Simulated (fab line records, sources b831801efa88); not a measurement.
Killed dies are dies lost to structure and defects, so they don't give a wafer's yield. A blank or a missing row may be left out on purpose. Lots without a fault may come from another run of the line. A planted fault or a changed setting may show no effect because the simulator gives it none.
Split-lot experiment | flow sky130 | 5 lots, 23 wafers read, on a route of 708 steps

THE SPLIT
At SKY_SONOS_ONO_CVD_04 (deposits SiO2 from SiH4/N2O, target thk 5.7199 nm), the setting time_s was moved away from the recipe's 900 s on 20 of the 23 wafers read, by -4.1% to +10.2%. The other wafers ran this setting at the recipe's value.

The file shows no step between the split and the reading.

THE READING
SONOS_ONO_CVD_04_THK, in nm, at SKY_SONOS_ONO_THK_MEAS_05. Fault-free wafers of this fab line usually give 5.79 nm, standard deviation 0.13 nm.

wafer  | tool, chamber at the split | time_s as run, s | against the recipe | SONOS_ONO_CVD_04_THK, nm | against lot-mates on the recipe
L075.1 | -, -                       | 992.1            | +10.2%             | 6.56                     | no lot-mate on the recipe
L075.2 | -, -                       | 992.1            | +10.2%             | 6.49                     | no lot-mate on the recipe
L075.4 | -, -                       | 992.1            | +10.2%             | 6.53                     | no lot-mate on the recipe
L075.5 | -, -                       | 992.1            | +10.2%             | 6.47                     | no lot-mate on the recipe
L075.6 | -, -                       | 992.1            | +10.2%             | 6.57                     | no lot-mate on the recipe
L076.2 | lpcvd-03, 1                | 900              | recipe             | 5.75                     | -
L076.5 | lpcvd-03, 1                | 900              | recipe             | 5.81                     | -
L076.6 | lpcvd-03, 1                | 900              | recipe             | 5.79                     | -
L081.1 | -, -                       | 863.3            | -4.1%              | 5.47                     | no lot-mate on the recipe
L081.2 | -, -                       | 863.3            | -4.1%              | 5.49                     | no lot-mate on the recipe
L081.3 | -, -                       | 863.3            | -4.1%              | 5.46                     | no lot-mate on the recipe
L081.4 | -, -                       | 863.3            | -4.1%              | 5.61                     | no lot-mate on the recipe
L081.5 | -, -                       | 863.3            | -4.1%              | 5.50                     | no lot-mate on the recipe
L083.1 | -, -                       | 977.6            | +8.6%              | 6.29                     | no lot-mate on the recipe
L083.2 | -, -                       | 977.6            | +8.6%              | 6.43                     | no lot-mate on the recipe
L083.3 | -, -                       | 977.6            | +8.6%              | 6.37                     | no lot-mate on the recipe
L083.4 | -, -                       | 977.6            | +8.6%              | 6.37                     | no lot-mate on the recipe
L083.6 | -, -                       | 977.6            | +8.6%              | 6.41                     | no lot-mate on the recipe
L085.1 | -, -                       | 939.5            | +4.4%              | 6.02                     | no lot-mate on the recipe
L085.3 | -, -                       | 939.5            | +4.4%              | 5.91                     | no lot-mate on the recipe
L085.4 | -, -                       | 939.5            | +4.4%              | 5.94                     | no lot-mate on the recipe
L085.5 | -, -                       | 939.5            | +4.4%              | 6.01                     | no lot-mate on the recipe
L085.6 | -, -                       | 939.5            | +4.4%              | 6.02                     | no lot-mate on the recipe

THE FIT
A straight line over all 23 wafers: SONOS_ONO_CVD_04_THK changes by +0.07 nm for each +1% of time_s; r = +0.98; the points scatter about the line by 0.07 nm.
Too few moved wafers have a lot-mate on the recipe to fit a line with each lot's own level taken away.

THE WHOLE CHAIN: every reading that the file lists as answering this split, in the file's order
step                      | what it does                                      | reading                                                                          | change (the file's fit)                | r (the file's)
SKY_SONOS_ONO_CVD_04      | deposits SiO2 from SiH4/N2O, target thk 5.7199 nm | SiO2_of_SONOS_ONO_CVD_04.thk_nm (the simulator's own value, which no gauge read) | +0.0705 nm for each +1% of the setting | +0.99
SKY_SONOS_ONO_THK_MEAS_05 |                                                   | SONOS_ONO_CVD_04_THK                                                             | +0.0702 for each +1% of the setting    | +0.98
SKY_GATE_OXIDE_CLEAN_15   | cleans in SC1/SC2, time 150 s                     | SiO2_of_SONOS_ONO_CVD_04.thk_nm (the simulator's own value, which no gauge read) | +0.0707 nm for each +1% of the setting | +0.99

THE FILE'S OWN FIT
SONOS_ONO_CVD_04_THK changes by +0.0702 nm for each +1% of time_s, r = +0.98.
